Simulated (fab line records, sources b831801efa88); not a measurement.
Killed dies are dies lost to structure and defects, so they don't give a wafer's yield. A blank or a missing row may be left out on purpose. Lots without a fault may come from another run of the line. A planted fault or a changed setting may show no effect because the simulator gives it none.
Which tool did it? | flow gf180mcu | 6 lots, 18 wafers sampled, at 2 steps of a route of 602

WHAT THE GAUGES READ, wafer by wafer
GF_HV_LDD_TW_MEAS_11.
lot  | measured     | on            | HV_LDD_TW
L455 | day 10 17:40 | film_metro-01 | 2401 2413 2412
L462 | day 12 19:01 | film_metro-03 | 2438 2438 2438
L466 | day 13 21:11 | film_metro-03 | 2297 2310 2299
L470 | day 15 07:57 | film_metro-01 | 2420 2416 2431
L472 | day 16 00:01 | film_metro-04 | 2415 2415 2425
L475 | day 16 18:50 | film_metro-03 | 2411 2424 2415

WHICH TOOL RAN EACH LOT (tool, then ch and the chambers of the sampled wafers, then the start)
lot  | GF_HV_LDD_IMPLANT_09
L455 | implanter-02 ch 0, day 10 17:25
L462 | implanter-04 ch 0, day 12 18:46
L466 | implanter-02 ch 0, day 13 20:56
L470 | implanter-04 ch 0, day 15 07:43
L472 | implanter-03 ch 0, day 15 23:46
L475 | implanter-03 ch 0, day 16 18:35
- GF_HV_LDD_IMPLANT_09

THE ANSWER, worked out from the rows above alone
Rule: what is usual is taken from the lots themselves. Put in order of their means at a reading, lots are off if they are a third of the lots or fewer, leave a main group of 4 or more, and stand apart from it by a gap of 3 or more times the standard deviation of the main group's means; of several such gaps the widest counts. A main group whose means are all the same, to the digits that the tables above print for the reading, isn't used. A lot without any number at a reading at which 4 lots or more have one is off too. The other lots that the step has rows for count as sound.
Off: L466, at GF_HV_LDD_TW_MEAS_11 (HV_LDD_TW). The main group: mean 2421, standard deviation 9.7.
A tool fits if, at a process step before that reading, it ran every lot that is off, and no sound lot after the first of them. The gauges at GF_HV_LDD_TW_MEAS_11 are tried like those tools. One fits: implanter-02 at GF_HV_LDD_IMPLANT_09. Its last sound lot is L455 (day 10 17:25), its first lot that is off L466 (day 13 20:56): a fault that began between those two fits.

WHAT THE SIMULATOR HAD PUT IN
Process parameter drift: implanter-02, from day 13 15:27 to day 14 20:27, at GF_HV_LDD_IMPLANT_09. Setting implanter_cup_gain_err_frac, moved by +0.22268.
Lots struck among those shown: L466. The rule above found the same.
